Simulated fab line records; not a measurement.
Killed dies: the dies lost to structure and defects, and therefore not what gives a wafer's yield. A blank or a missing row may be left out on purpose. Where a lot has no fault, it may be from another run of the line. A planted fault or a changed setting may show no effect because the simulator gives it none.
A lot that was struck, set against a sound lot ; flow sky130 ; 15 out of 708 route steps
Sound: these wafers, L562.2, L562.5, L562.6. Wafers struck: L557.2, L557.5, L557.6. The cause comes at the end.
Per side, at each step with rows, come the tool, then ch with its chambers, and then its first start. Under that, the readings that differ: sound wafers ; struck wafers ; difference of the means ; sigmas: that difference in standard deviations of wafers without a fault.
alike: a reading whose means differ by less than 2 such deviations, as well as words and numbers matching on both sides. not compared: withheld readings; readings where some wafer has no value; bounds like >300 that might hide an equal value; numbers whose values overlap and for which the record gives no deviation.
Wherever a step has rows on one side only, a row that says differs or no value, or a row with sigmas, the two part there. Non-overlapping numbers with no deviation appear without sigmas and do not part them. Lack of a reading on every wafer of one side parts them only where that side has two or more wafers.

first, 2 steps without rows for these wafers: SKY_METAL3_CLEAN_22 (cleans in O3/DIW); SKY_VIA3_HDPCVD_00 (deposits SiO2, target thk 1635 nm, time 272.5 s).
SKY_VIA3_THK_MEAS_01:
  sound on film_metro-01, day 42 08:46; struck on film_metro-02, day 40 12:45
  alike: VIA3_HDPCVD_THK
SKY_VIA3_CMP_02: polishes SiO2.
  sound on cmp-01 ch 2,3, day 42 08:49; struck on cmp-01 ch 2,3, day 40 12:51
  alike: motor_current_A
SKY_VIA3_BOW_MEAS_03:
  sound on film_metro-01, day 42 09:08; struck on film_metro-01, day 40 13:07
  alike: VIA3_BOW
then, 7 steps without rows for these wafers: SKY_VIA3_DEHYDRATE_04 (time 60 s); SKY_VIA3_HMDS_05 (prime time 60 s); SKY_VIA3_COAT_06 (resist thk 60 nm); SKY_VIA3_COAT_07 (resist thk 450 nm); SKY_VIA3_SOFTBAKE_08 (time 90 s); SKY_VIA3_EXPOSE_09 (exposes mask VIM3, target cd 200 nm); SKY_VIA3_PEB_10.
SKY_VIA3_DEVELOP_11: develop time 60 s.
  sound on litho_track-02 ch 0, day 43 07:00; struck on litho_track-04 ch 0, day 41 13:00
reading;sound;struck;difference;sigmas
developer_temp_C (C);20.78 20.88 21.09;20.29 20.20 20.20;-0.69;-7
SKY_VIA3_CD_MEAS_12 targets a cd of 200 nm.
  sound on cd_sem-02, day 43 07:47; struck on cd_sem-01, day 41 13:50
  alike: cd_nm
-- the record jumps here: 6 days lie between the struck wafers' starts before and after (it left off in module VIA3 and takes up again in module PAD_OPEN, whose first step shown is number 708 of the route) --
SKY_PAD_OPEN_PROBE_99:
  sound on prober-02, day 48 16:38; struck on prober-02, day 47 08:37
  alike: defect_limited_yield, killed_at_M0_to_M3, killed_at_M4_up, killed_at_contacts, killed_at_front_end, killed_at_other, killed_dies, killed_open, killed_short, sort_bin_3_pad_short, sort_bin_5_function, sort_bin_6_memory, sort_n_pass, sort_yield_pct

## WHERE THEY PART
Only at SKY_VIA3_DEVELOP_11, as far as this record shows. Later steps at which nothing parts them and some readings are alike: SKY_VIA3_CD_MEAS_12, SKY_PAD_OPEN_PROBE_99.

WHY: what the simulator had put in
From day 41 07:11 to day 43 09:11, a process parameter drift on litho_track-04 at SKY_VIA3_DEVELOP_11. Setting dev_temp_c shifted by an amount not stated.
